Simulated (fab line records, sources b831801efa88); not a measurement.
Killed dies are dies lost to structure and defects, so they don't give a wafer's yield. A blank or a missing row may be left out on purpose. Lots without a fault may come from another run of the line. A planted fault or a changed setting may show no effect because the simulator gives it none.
One fault seen from 2 desks | flow gf180mcu | each desk has only its own numbers; what lay behind them comes last

THE METROLOGY DESK
What the gauges read, lot by lot, whatever tool the lot ran on: means of the sampled wafers that have a number. A lot is out of limits, marked OUT, if its mean lies more than 4 standard deviations from the usual mean; the brackets give that distance.
Columns: A = V3_CVD_00_THK at GF_V3_THK_MEAS_01, usual 600 nm
lot  | first seen here | A
L572 | day 21 15:26    | 600
L573 | day 22 02:04    | 600
L575 | day 22 20:43    | 594
L576 | day 23 08:25    | 600
L579 | day 24 11:27    | 602
L580 | day 24 17:14    | 595
L582 | day 25 11:59    | 594
L583 | day 25 20:34    | 598
L585 | day 26 10:10    | 611
L588 | day 27 06:55    | 610
L590 | day 27 20:28    | 505 (-15) OUT
L592 | day 28 05:22    | 501 (-16) OUT
L594 | day 28 21:13    | 598
This desk's finding: out of limits on L590, L592; first on L590, day 27 20:28 (V3_CVD_00_THK at GF_V3_THK_MEAS_01). In limits: L572, L573, L575, L576, L579, L580, L582, L583, L585, L588, L594.

THE TOOL OWNER'S DESK: hdpcvd-02
The tool's own readings at GF_V3_CVD_00 (deposits SiO2, target thk 600 nm, time 100 s): means of the sampled wafers that have a number, for each lot that ran on this tool. A lot is out of limits, marked OUT, if its mean lies more than 4 standard deviations from the usual mean; the brackets give that distance.
Columns: A = sih4_flow_sccm at GF_V3_CVD_00, usual 60.02 sccm
lot  | first seen here | A
L572 | day 21 15:21    | 59.77
L576 | day 23 08:20    | 59.95
L579 | day 24 11:22    | 60.22
L580 | day 24 17:08    | 59.85
L583 | day 25 20:29    | 60.11
L588 | day 27 06:49    | 60.08
L590 | day 27 20:22    | 49.98 (-59) OUT
L592 | day 28 05:17    | 50.01 (-59) OUT
This desk's finding: out of limits on L590, L592; first on L590, day 27 20:22 (sih4_flow_sccm at GF_V3_CVD_00). In limits: L572, L576, L579, L580, L583, L588.

PUT TOGETHER
The tool owner's desk could have raised an alarm at day 27 20:22, on L590, L592.
The metrology desk could have raised an alarm at day 27 20:28, on L590, L592.
Of the lots named, all ran GF_V3_CVD_00 on hdpcvd-02.

WHAT THE SIMULATOR HAD PUT IN
Process parameter drift: hdpcvd-02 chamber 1, from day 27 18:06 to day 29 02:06, at GF_V3_CVD_00. Setting sih4_flow_sccm, moved by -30, from 60. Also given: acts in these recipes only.
Lots struck among those shown: L590, L592.
Hours from the fault's start to each desk's first reading out of limits: the tool owner's desk, 2; the metrology desk, 2.
